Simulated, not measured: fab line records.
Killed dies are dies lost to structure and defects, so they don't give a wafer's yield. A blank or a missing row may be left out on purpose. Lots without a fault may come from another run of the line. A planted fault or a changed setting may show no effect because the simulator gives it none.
What tool caused it? :: flow gf180mcu :: 72 wafers from 24 lots sampled at 3 of the route's 602 steps

== WHAT EACH GAUGE READ, for each wafer ==
GF_HV_LDD_TW_MEAS_23. Usual: HV_LDD_2_TW typically reads 1051, with standard deviation 9.9.
lot: L074
measured: day 10 21:04
on: filmMetro-04
HV_LDD_2_TW: 1041 1039 1032
flag: 

lot: L075
measured: day 11 02:27
on: filmMetro-03
HV_LDD_2_TW: 1038 1039 1040
flag: 

lot: L076
measured: day 11 14:07
on: filmMetro-02
HV_LDD_2_TW: 1060 1058 1063
flag: 

lot: L077
measured: day 11 17:54
on: filmMetro-03
HV_LDD_2_TW: 1045 1043 1037
flag: 

lot: L078
measured: day 12 02:47
on: filmMetro-02
HV_LDD_2_TW: 1064 1058 1053
flag: 

lot: L079
measured: day 12 10:54
on: filmMetro-03
HV_LDD_2_TW: 1051 1044 1045
flag: 

lot: L080
measured: day 12 18:47
on: filmMetro-04
HV_LDD_2_TW: 1045 1040 1041
flag: 

lot: L081
measured: day 13 02:11
on: filmMetro-04
HV_LDD_2_TW: 1050 1050 1048
flag: 

lot: L082
measured: day 13 11:15
on: filmMetro-03
HV_LDD_2_TW: 1046 1043 1045
flag: 

lot: L083
measured: day 13 17:23
on: filmMetro-02
HV_LDD_2_TW: 1059 1057 1056
flag: 

lot: L084
measured: day 14 04:17
on: filmMetro-04
HV_LDD_2_TW: 1045 1046 1044
flag: 

lot: L085
measured: day 14 07:32
on: filmMetro-03
HV_LDD_2_TW: 1038 1042 1045
flag: 

lot: L086
measured: day 14 15:14
on: filmMetro-02
HV_LDD_2_TW: 1057 1060 1062
flag: 

lot: L087
measured: day 14 22:20
on: filmMetro-04
HV_LDD_2_TW: 1037 1043 1035
flag: 

lot: L088
measured: day 15 06:29
on: filmMetro-04
HV_LDD_2_TW: 1054 1054 1050
flag: 

lot: L089
measured: day 15 13:53
on: filmMetro-02
HV_LDD_2_TW: 1064 1069 1062
flag: 

lot: L090
measured: day 15 19:52
on: filmMetro-02
HV_LDD_2_TW: 1062 1064 1069
flag: 

lot: L091
measured: day 16 03:41
on: filmMetro-04
HV_LDD_2_TW: 1048 1044 1049
flag: 

lot: L092
measured: day 16 13:53
on: filmMetro-04
HV_LDD_2_TW: 1037 1045 1042
flag: 

lot: L093
measured: day 16 19:40
on: filmMetro-02
HV_LDD_2_TW: 1065 1068 1063
flag: 

lot: L094
measured: day 17 03:53
on: filmMetro-02
HV_LDD_2_TW: 1064 1059 1068
flag: 

lot: L095
measured: day 17 10:52
on: filmMetro-03
HV_LDD_2_TW: 1041 1039 1037
flag: 

lot: L096
measured: day 17 20:25
on: filmMetro-04
HV_LDD_2_TW: 1046 1051 1053
flag: 

lot: L097
measured: day 18 02:00
on: filmMetro-02
HV_LDD_2_TW: 1059 1058 1065
flag: 

GF_CONTACT_CD_MEAS_14: target cd 220 nm. Usual: cdNm reads 219.7 nm (standard deviation 1.6).
lot: L074
measured: day 16 07:19
on: cdSem-02
cdNm (nm): 218.6 219.8 218.4
flag: 

lot: L075
measured: day 16 10:32
on: cdSem-01
cdNm (nm): 220.1 218.0 220.1
flag: 

lot: L076
measured: day 17 01:18
on: cdSem-02
cdNm (nm): 219.5 220.2 220.3
flag: 

lot: L077
measured: day 17 06:16
on: cdSem-01
cdNm (nm): 217.7 217.0 219.0
flag: 

lot: L078
measured: day 17 15:52
on: cdSem-01
cdNm (nm): 217.8 218.6 217.3
flag: 

lot: L079
measured: day 18 02:41
on: cdSem-01
cdNm (nm): 219.7 221.0 222.2
flag: 

lot: L080
measured: day 18 10:55
on: cdSem-01
cdNm (nm): 217.3 217.4 217.2
flag: 

lot: L081
measured: day 18 21:08
on: cdSem-02
cdNm (nm): 220.5 220.9 219.3
flag: 

lot: L082
measured: day 19 06:43
on: cdSem-02
cdNm (nm): 224.8 223.4 223.9
flag: 

lot: L083
measured: day 19 12:13
on: cdSem-01
cdNm (nm): 220.1 221.0 219.4
flag: 

lot: L084
measured: day 20 02:28
on: cdSem-01
cdNm (nm): 219.9 221.8 220.8
flag: 

lot: L085
measured: day 20 06:59
on: cdSem-02
cdNm (nm): 219.2 220.3 218.5
flag: 

lot: L086
measured: day 20 17:22
on: cdSem-01
cdNm (nm): 218.3 219.2 219.6
flag: 

lot: L087
measured: day 21 00:07
on: cdSem-01
cdNm (nm): 217.1 219.8 219.5
flag: 

lot: L088
measured: day 21 08:08
on: cdSem-01
cdNm (nm): 219.6 220.5 220.8
flag: 

lot: L089
measured: day 21 18:43
on: cdSem-02
cdNm (nm): 218.8 219.6 218.3
flag: 

lot: L090
measured: day 22 00:34
on: cdSem-01
cdNm (nm): 218.4 217.9 218.8
flag: 

lot: L091
measured: day 22 07:23
on: cdSem-01
cdNm (nm): 219.6 220.0 218.1
flag: 

lot: L092
measured: day 22 18:37
on: cdSem-01
cdNm (nm): 221.0 219.0 219.3
flag: 

lot: L093
measured: day 23 00:14
on: cdSem-01
cdNm (nm): 219.8 219.1 218.1
flag: 

lot: L094
measured: day 23 09:22
on: cdSem-01
cdNm (nm): 222.4 223.8 223.6
flag: 

lot: L095
measured: day 23 15:43
on: cdSem-01
cdNm (nm): 218.0 218.1 217.6
flag: 

lot: L096
measured: day 24 01:52
on: cdSem-01
cdNm (nm): 220.1 220.6 220.9
flag: 

lot: L097
measured: day 24 07:25
on: cdSem-01
cdNm (nm): 219.7 219.9 219.2
flag: 

== EACH LOT AND THE TOOL THAT RAN IT (in order: tool; ch and the chambers of the sampled wafers; start) ==
lot: L074
GF_VT_IMPLANT_STRIP_42: plasmaAsher-04 ch 0,1, day 7 14:41

lot: L075
GF_VT_IMPLANT_STRIP_42: plasmaAsher-03 ch 1, day 7 21:01

lot: L076
GF_VT_IMPLANT_STRIP_42: plasmaAsher-03 ch 0,1, day 8 06:13

lot: L077
GF_VT_IMPLANT_STRIP_42: plasmaAsher-03 ch 0,1, day 8 10:25

lot: L078
GF_VT_IMPLANT_STRIP_42: plasmaAsher-04 ch 0,1, day 8 18:20

lot: L079
GF_VT_IMPLANT_STRIP_42: plasmaAsher-02 ch 0,1, day 9 00:44

lot: L080
GF_VT_IMPLANT_STRIP_42: plasmaAsher-04 ch 0,1, day 9 06:50

lot: L081
GF_VT_IMPLANT_STRIP_42: plasmaAsher-03 ch 0,1, day 9 13:29

lot: L082
GF_VT_IMPLANT_STRIP_42: plasmaAsher-04 ch 0,1, day 9 21:16

lot: L083
GF_VT_IMPLANT_STRIP_42: plasmaAsher-04 ch 0,1, day 10 04:19

lot: L084
GF_VT_IMPLANT_STRIP_42: plasmaAsher-02 ch 0,1, day 10 12:37

lot: L085
GF_VT_IMPLANT_STRIP_42: plasmaAsher-03 ch 0,1, day 10 17:41

lot: L086
GF_VT_IMPLANT_STRIP_42: plasmaAsher-03 ch 0,1, day 10 23:29

lot: L087
GF_VT_IMPLANT_STRIP_42: plasmaAsher-02 ch 0,1, day 11 04:37

lot: L088
GF_VT_IMPLANT_STRIP_42: plasmaAsher-04 ch 0,1, day 11 12:56

lot: L089
GF_VT_IMPLANT_STRIP_42: plasmaAsher-03 ch 0,1, day 11 19:28

lot: L090
GF_VT_IMPLANT_STRIP_42: plasmaAsher-03 ch 0,1, day 12 01:49

lot: L091
GF_VT_IMPLANT_STRIP_42: plasmaAsher-03 ch 0,1, day 12 08:23

lot: L092
GF_VT_IMPLANT_STRIP_42: plasmaAsher-03 ch 0,1, day 12 17:07

lot: L093
GF_VT_IMPLANT_STRIP_42: plasmaAsher-03 ch 0,1, day 12 23:07

lot: L094
GF_VT_IMPLANT_STRIP_42: plasmaAsher-04 ch 0,1, day 13 05:49

lot: L095
GF_VT_IMPLANT_STRIP_42: plasmaAsher-02 ch 0,1, day 13 12:41

lot: L096
GF_VT_IMPLANT_STRIP_42: plasmaAsher-02 ch 0, day 13 19:47

lot: L097
GF_VT_IMPLANT_STRIP_42: plasmaAsher-02 ch 0,1, day 14 00:05
- GF_VT_IMPLANT_STRIP_42: strips in O2/N2.

== WHAT THE TOOLS THEMSELVES READ (means of the sampled wafers that have a number; where no wafer has one, the mark that the record gives instead) ==
GF_VT_IMPLANT_STRIP_42. Usual: drypumpMotorCurrentA 5.7 A, standard deviation 0.45; heaterPowerW 345 W, standard deviation 37; oesProductAu 0.716 a.u., standard deviation 0.0045; stripTimeToEndpointS 12.63 s, standard deviation 0.037.
lot: L074
tool: plasmaAsher-04
drypumpMotorCurrentA (A): 5.4
heaterPowerW (W): 308
oesProductAu (a.u.): 0.717
stripTimeToEndpointS (s): 12.65
flag: 

lot: L075
tool: plasmaAsher-03
drypumpMotorCurrentA (A): 6.3
heaterPowerW (W): 399
oesProductAu (a.u.): 0.715
stripTimeToEndpointS (s): 12.56
flag: 

lot: L076
tool: plasmaAsher-03
drypumpMotorCurrentA (A): 6.1
heaterPowerW (W): 378
oesProductAu (a.u.): 0.716
stripTimeToEndpointS (s): 12.62
flag: 

lot: L077
tool: plasmaAsher-03
drypumpMotorCurrentA (A): 6.1
heaterPowerW (W): 377
oesProductAu (a.u.): 0.719
stripTimeToEndpointS (s): 12.62
flag: 

lot: L078
tool: plasmaAsher-04
drypumpMotorCurrentA (A): 5.4
heaterPowerW (W): 309
oesProductAu (a.u.): 0.710
stripTimeToEndpointS (s): 12.62
flag: 

lot: L079
tool: plasmaAsher-02
drypumpMotorCurrentA (A): 5.6
heaterPowerW (W): 348
oesProductAu (a.u.): 0.717
stripTimeToEndpointS (s): 12.63
flag: 

lot: L080
tool: plasmaAsher-04
drypumpMotorCurrentA (A): 5.6
heaterPowerW (W): 296
oesProductAu (a.u.): 0.717
stripTimeToEndpointS (s): 12.62
flag: 

lot: L081
tool: plasmaAsher-03
drypumpMotorCurrentA (A): 6.1
heaterPowerW (W): 371
oesProductAu (a.u.): 0.717
stripTimeToEndpointS (s): 12.57
flag: 

lot: L082
tool: plasmaAsher-04
drypumpMotorCurrentA (A): 5.6
heaterPowerW (W): 291
oesProductAu (a.u.): 0.715
stripTimeToEndpointS (s): 12.62
flag: 

lot: L083
tool: plasmaAsher-04
drypumpMotorCurrentA (A): 5.6
heaterPowerW (W): 295
oesProductAu (a.u.): 0.713
stripTimeToEndpointS (s): 12.67
flag: 

lot: L084
tool: plasmaAsher-02
drypumpMotorCurrentA (A): 5.3
heaterPowerW (W): 354
oesProductAu (a.u.): 0.716
stripTimeToEndpointS (s): 12.62
flag: 

lot: L085
tool: plasmaAsher-03
drypumpMotorCurrentA (A): 6.0
heaterPowerW (W): 359
oesProductAu (a.u.): 0.716
stripTimeToEndpointS (s): 12.63
flag: 

lot: L086
tool: plasmaAsher-03
drypumpMotorCurrentA (A): 6.0
heaterPowerW (W): 375
oesProductAu (a.u.): 0.715
stripTimeToEndpointS (s): 12.62
flag: 

lot: L087
tool: plasmaAsher-02
drypumpMotorCurrentA (A): 5.3
heaterPowerW (W): 353
oesProductAu (a.u.): 0.715
stripTimeToEndpointS (s): 12.58
flag: 

lot: L088
tool: plasmaAsher-04
drypumpMotorCurrentA (A): 5.4
heaterPowerW (W): 310
oesProductAu (a.u.): 0.717
stripTimeToEndpointS (s): 12.61
flag: 

lot: L089
tool: plasmaAsher-03
drypumpMotorCurrentA (A): 5.9
heaterPowerW (W): 363
oesProductAu (a.u.): 0.711
stripTimeToEndpointS (s): 12.67
flag: 

lot: L090
tool: plasmaAsher-03
drypumpMotorCurrentA (A): 5.9
heaterPowerW (W): 357
oesProductAu (a.u.): 0.717
stripTimeToEndpointS (s): 12.61
flag: 

lot: L091
tool: plasmaAsher-03
drypumpMotorCurrentA (A): 5.9
heaterPowerW (W): 358
oesProductAu (a.u.): 0.714
stripTimeToEndpointS (s): 12.65
flag: 

lot: L092
tool: plasmaAsher-03
drypumpMotorCurrentA (A): 6.0
heaterPowerW (W): 373
oesProductAu (a.u.): 0.712
stripTimeToEndpointS (s): 12.60
flag: 

lot: L093
tool: plasmaAsher-03
drypumpMotorCurrentA (A): 5.9
heaterPowerW (W): 359
oesProductAu (a.u.): 0.712
stripTimeToEndpointS (s): 12.68
flag: 

lot: L094
tool: plasmaAsher-04
drypumpMotorCurrentA (A): 5.6
heaterPowerW (W): 296
oesProductAu (a.u.): 0.716
stripTimeToEndpointS (s): 12.67
flag: 

lot: L095
tool: plasmaAsher-02
drypumpMotorCurrentA (A): 5.3
heaterPowerW (W): 354
oesProductAu (a.u.): 0.719
stripTimeToEndpointS (s): 12.69
flag: 

lot: L096
tool: plasmaAsher-02
drypumpMotorCurrentA (A): 4.9
heaterPowerW (W): 364
oesProductAu (a.u.): 0.719
stripTimeToEndpointS (s): 12.62
flag: 

lot: L097
tool: plasmaAsher-02
drypumpMotorCurrentA (A): 5.6
heaterPowerW (W): 345
oesProductAu (a.u.): 0.717
stripTimeToEndpointS (s): 12.65
flag: 

== THE ANSWER, worked out from the rows above alone ==
Rule: a lot counts as off when the mean over its wafers that have a number is more than 3 standard deviations away from the usual mean. A lot without any number at a reading at which 4 lots or more have one is off too. Any other lot the step has rows for is counted as sound. After the gauges, taken in route order, come the tools' own readings; for these a lot's mean is taken, as printed above. The first step at which some lot is off is used, and at that step the reading that is off furthest; a lot without a number counts as furthest.
No lot is off on any of the readings shown, so nothing can be concluded from this.

== WHAT WAS PUT IN BY THE SIMULATOR ==
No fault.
